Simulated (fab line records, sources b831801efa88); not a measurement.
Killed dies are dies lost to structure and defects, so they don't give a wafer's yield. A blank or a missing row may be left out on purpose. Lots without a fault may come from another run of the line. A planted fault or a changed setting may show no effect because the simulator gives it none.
Which tool did it? | flow gf180mcu | 15 lots, 45 wafers sampled, at 1 step of a route of 602

WHAT THE GAUGES READ, wafer by wafer
GF_M3_OVL_MEAS_15. Usual: M3_OVL -2 nm, standard deviation 5.2.
lot  | measured     | on         | M3_OVL (nm) | flag
L461 | day 21 20:23 | overlay-01 | 2 1 -5      |
L462 | day 22 08:04 | overlay-02 | -9 -9 -11   |
L463 | day 22 12:31 | overlay-02 | -2 -6 -6    |
L466 | day 23 16:13 | overlay-02 | -1 0 -5     |
L467 | day 24 03:56 | overlay-02 | -5 -1 0     |
L468 | day 24 09:07 | overlay-02 | -6 -5 -3    |
L469 | day 24 17:14 | overlay-02 | -8 0 -3     |
L470 | day 25 07:32 | overlay-01 | -2 1 -3     |
L471 | day 25 11:20 | overlay-01 | 0 -2 -4     |
L476 | day 27 04:55 | overlay-02 | -12 -6 -1   |
L477 | day 27 17:50 | overlay-01 | -3 -4 1     |
L478 | day 28 07:17 | overlay-01 | -12 -8 -5   |
L479 | day 28 11:01 | overlay-01 | 4 5 3       |
L482 | day 29 02:52 | overlay-02 | 5 8 9       |
L483 | day 29 06:31 | overlay-01 | -5 -1 -5    |

WHICH TOOL RAN EACH LOT (tool, then ch and the chambers of the sampled wafers, then the start)
The record holds no process step before these readings.

WHAT THE TOOLS THEMSELVES READ (means of the sampled wafers that have a number; where no wafer has one, the mark that the record gives instead)
The record holds no such reading with a usual standard deviation.

THE ANSWER, worked out from the rows above alone
Rule: a lot is off if the mean of its wafers that have a number lies more than 3 standard deviations from the usual mean. A lot without any number at a reading at which 4 lots or more have one is off too. The other lots that the step has rows for count as sound. The gauges are gone through in route order, then the tools' own readings, and for those a lot's mean is taken as printed above. The first step at which some lot is off is used, and at that step the reading that is off furthest; a lot without a number counts as furthest.
No lot is off at any reading shown: from this, nothing can be told.

WHAT THE SIMULATOR HAD PUT IN
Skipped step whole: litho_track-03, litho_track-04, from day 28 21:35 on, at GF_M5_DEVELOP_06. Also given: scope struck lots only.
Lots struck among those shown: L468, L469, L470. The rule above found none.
